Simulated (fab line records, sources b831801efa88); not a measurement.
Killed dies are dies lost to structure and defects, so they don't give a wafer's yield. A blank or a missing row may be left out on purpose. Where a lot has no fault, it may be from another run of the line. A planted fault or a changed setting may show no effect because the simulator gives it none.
Matching of chambers ; flow sky130 ; 4 sister chambers for SKY_VIA3_ETCH_15 on rie-diel-01
The step etches SiO2 in C4F8/O2/Ar, stops on TiN, target depth 507 nm, time 78 s. 14 wafers are shown with their chamber, then 7 later ones without.

WAFERS, EACH WITH ITS CHAMBER
wafer;chamber;run-length-s (s);oes-product-au (a.u.)
L979.2;1;106.9;0.949
L979.4;2;106.1;0.949
L979.6;2;106.1;0.947
L981.1;2;106.3;0.959
L981.5;3;106.2;0.948
L981.6;0;107.3;0.944
L994.1;2;106.8;0.948
L994.3;1;106.6;0.947
L994.5;2;106.7;0.951
L995.2;3;105.6;0.940
L995.3;0;107.0;0.937
L995.4;1;107.3;0.948
L996.1;2;106.1;0.945
L996.5;0;107.3;0.946

SIGNATURES (averages over the wafers above)
reading;chamber 0;chamber 1;chamber 2;chamber 3;scatter within a chamber
run-length-s;107.200;106.933;106.350;105.900;0.316
oes-product-au;0.94233;0.94800;0.94983;0.94400;0.00447
Rule: distance of a wafer from a chamber = root of the sum over the readings of ((wafer's reading minus chamber's mean) / reading's scatter) squared. The wafer belongs to the nearest chamber; if the next one is less than 2 further off, it can't be placed. The scatter: the root of (the sum of the squares of (reading less its chamber's mean) over the shown wafers, divided by (wafers less chambers)).

WAFERS WITHOUT THEIR CHAMBER
wafer;run-length-s (s);oes-product-au (a.u.)
L996.6;106.7;0.944
L999.1;105.5;0.947
L999.5;107.3;0.946
L999.6;106.5;0.944
L101.1;106.5;0.944
L101.2;106.3;0.948
L101.3;106.7;0.944

EACH ONE'S CHAMBER
wafer;from the rows above;in truth
L996.6;can't be placed: 1 or 0 or 2 or 3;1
L999.1;can't be placed: 3 or 2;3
L999.5;can't be placed: 0 or 1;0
L999.6;can't be placed: 2 or 1 or 3 or 0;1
L101.1;can't be placed: 2 or 1 or 3 or 0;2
L101.2;can't be placed: 2 or 3 or 1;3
L101.3;can't be placed: 1 or 0 or 2 or 3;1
0 of 7 placed correctly. From these rows, 7 cannot be placed; in 7 the true chamber is one of the candidates. Wrongly placed: 0.
